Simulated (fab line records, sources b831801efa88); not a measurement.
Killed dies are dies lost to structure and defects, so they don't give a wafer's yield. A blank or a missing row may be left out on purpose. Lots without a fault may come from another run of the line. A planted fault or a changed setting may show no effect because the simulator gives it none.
Problem report in the 8D (eight disciplines) form, filled by code | flow sky130 | the parts of the form that need people (team, actions taken, sign-off) are left out

1. THE PROBLEM
SONOS_ONO_CVD_04_THK at SKY_SONOS_ONO_THK_MEAS_05 reads a mean of 9.23 nm on 9 wafers of 3 lots; wafers without a fault read 5.78 nm with a standard deviation of 0.089. That is +39 standard deviations from the usual mean.
First seen on wafer L794.2, day 15 02:13, on film_metro-01. The record holds 33 wafers of 11 lots with a number at this step. Rule for "out", or "out of limits": more than 4 standard deviations from the usual mean. The other wafers with a number count as sound.

2. WHAT IT IS AND WHAT IT IS NOT
question                    | is                                          | is not
which readings at this step | SONOS_ONO_CVD_04_THK                        | -
which lots                  | L793, L794, L795                            | L787, L788, L789, L790, L797, L807, L808, L809
which wafers of those lots  | all that have a number                      | -
read on which gauges        | film_metro-01, film_metro-02, film_metro-04 | -
when                        | from day 15 02:13                           | up to then (12 sound wafers); but 12 sound wafers of L797, L807, L808, L809 came after

3. SUSPECTS, AND WHAT RULES EACH OUT
Counting: a tool at a process step up to the reading stays a suspect if it ran every lot that is out and no sound lot after the first of them.
- the gauge at SKY_SONOS_ONO_THK_MEAS_05: ruled out. The wafers that are out were read on 3 gauges (film_metro-01, film_metro-02, film_metro-04).
- lpcvd-03 at SKY_SONOS_ONO_CVD_04 (deposits SiO2 from SiH4/N2O, target thk 5.7199 nm): ruled out as a lasting fault. Sound lots L797, L807, L808, L809 ran on it after its first lot that is out, L793 (day 15 00:20).
Left after counting: nothing in the record.

4. THE CAUSE (what the simulator had put in)
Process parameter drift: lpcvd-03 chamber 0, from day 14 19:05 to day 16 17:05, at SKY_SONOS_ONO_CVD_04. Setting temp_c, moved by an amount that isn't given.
Counting ruled it out, wrongly: the rule takes a fault to strike every lot that its tool runs from its start on, and this one did not.

5. THE CHAIN OF EFFECTS, in route order
Each row: a reading whose mean over the struck wafers that have a number lies more than 3 standard deviations from the usual. Only readings for which the record gives a usual standard deviation are gone through. hours: the time from each lot's start at the first step in this table that gives one to its start at this step, as a median over the lots. sigmas: the change in usual standard deviations.
hours | step                      | reading               | usual   | on struck wafers | change | sigmas
0     | SKY_SONOS_ONO_CVD_04      | spike_tc_bottom_C     | 919 C   | 973              | +54    | +12
0     | SKY_SONOS_ONO_CVD_04      | spike_tc_centre_C     | 900.9 C | 950.6            | +49.7  | +45
0     | SKY_SONOS_ONO_CVD_04      | spike_tc_lower_C      | 899.6 C | 950.4            | +50.8  | +32
0     | SKY_SONOS_ONO_CVD_04      | spike_tc_top_C        | 913 C   | 965              | +52    | +12
0     | SKY_SONOS_ONO_CVD_04      | spike_tc_upper_C      | 899.6 C | 948.6            | +49.0  | +31
0     | SKY_SONOS_ONO_CVD_04      | susceptor_temp_C      | 900.0 C | 949.9            | +49.9  | +99 or more
0     | SKY_SONOS_ONO_CVD_04      | zone_power_bottom_pct | 24.9 %  | 29.2             | +4.3   | +3.3
0     | SKY_SONOS_ONO_CVD_04      | zone_power_centre_pct | 22.94 % | 26.00            | +3.06  | +12
0     | SKY_SONOS_ONO_CVD_04      | zone_power_lower_pct  | 20.4 %  | 24.3             | +3.9   | +3.0
0     | SKY_SONOS_ONO_CVD_04      | zone_power_top_pct    | 28.9 %  | 31.3             | +2.4   | +4.4
2     | SKY_SONOS_ONO_THK_MEAS_05 | SONOS_ONO_CVD_04_THK  | 5.78 nm | 9.23             | +3.45  | +39
The process steps in it:
- SKY_SONOS_ONO_CVD_04: deposits SiO2 from SiH4/N2O, target thk 5.7199 nm.

6. WHAT WOULD HAVE CAUGHT IT SOONER
In this record the first reading out of limits at a measuring or inspecting step was taken at day 15 02:13, 7 hours after the fault began at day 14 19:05.
The tool's own readings at SKY_SONOS_ONO_CVD_04 were out on every struck wafer that the step has a row for (spike_tc_bottom_C, spike_tc_centre_C, spike_tc_lower_C, spike_tc_top_C, spike_tc_upper_C, susceptor_temp_C, zone_power_centre_pct): an alarm limit on them would have fired on the first of those.
